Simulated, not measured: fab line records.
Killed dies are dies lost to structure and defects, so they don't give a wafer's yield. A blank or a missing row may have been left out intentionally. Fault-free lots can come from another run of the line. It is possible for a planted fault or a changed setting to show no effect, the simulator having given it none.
Chamber matching	flow gf180mcu	GF_V4_CMP_26 on cmp-02 has 4 sister chambers
The step polishes, stops on SiO2, t overpolish 15 s, target thk 0 nm. 4 wafers are shown with their chamber, then 12 later ones without.

== WAFERS, EACH WITH ITS CHAMBER ==
wafer	chamber	motor_current_A (A)
L090.1	2	11.3
L091.1	1	12.5
L091.2	3	9.9
L091.6	0	12.0

== WAFERS WITH NO CHAMBER GIVEN ==
wafer	motor_current_A (A)
L092.3	10.8
L092.4	10.7
L092.6	9.6
L094.2	10.5
L094.3	13.4
L094.5	10.5
L096.1	9.6
L096.4	13.2
L096.6	10.3
L096.2	11.1
L096.3	12.6
L096.5	12.2

== WHICH CHAMBER EACH WENT THROUGH ==
wafer	from the rows above	in truth
L092.3	can't be placed: 2 or 3 or 0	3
L092.4	can't be placed: 2 or 3 or 0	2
L092.6	3	3
L094.2	can't be placed: 3 or 2 or 0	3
L094.3	can't be placed: 1 or 0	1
L094.5	can't be placed: 3 or 2 or 0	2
L096.1	3	3
L096.4	can't be placed: 1 or 0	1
L096.6	can't be placed: 3 or 2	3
L096.2	can't be placed: 2 or 0 or 3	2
L096.3	can't be placed: 1 or 0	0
L096.5	can't be placed: 0 or 1 or 2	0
Placed correctly: 2 of 12. Not placeable from these rows: 10 (in 10, the candidates include the true chamber). Wrongly placed: 0.
How it was worked out, from the rows above alone: a wafer's distance from a chamber is the root of the sum, over the readings, of the square of ((its reading less the chamber's mean) divided by the reading's scatter). If the next closest chamber is less than 2 further off than the closest, the wafer can't be placed; otherwise it belongs to the closest. For every chamber, the mean is computed from those of its wafers that are shown. The scatter: root of mean squared gap, hidden wafer to nearest shown wafer, with one shown wafer a chamber.
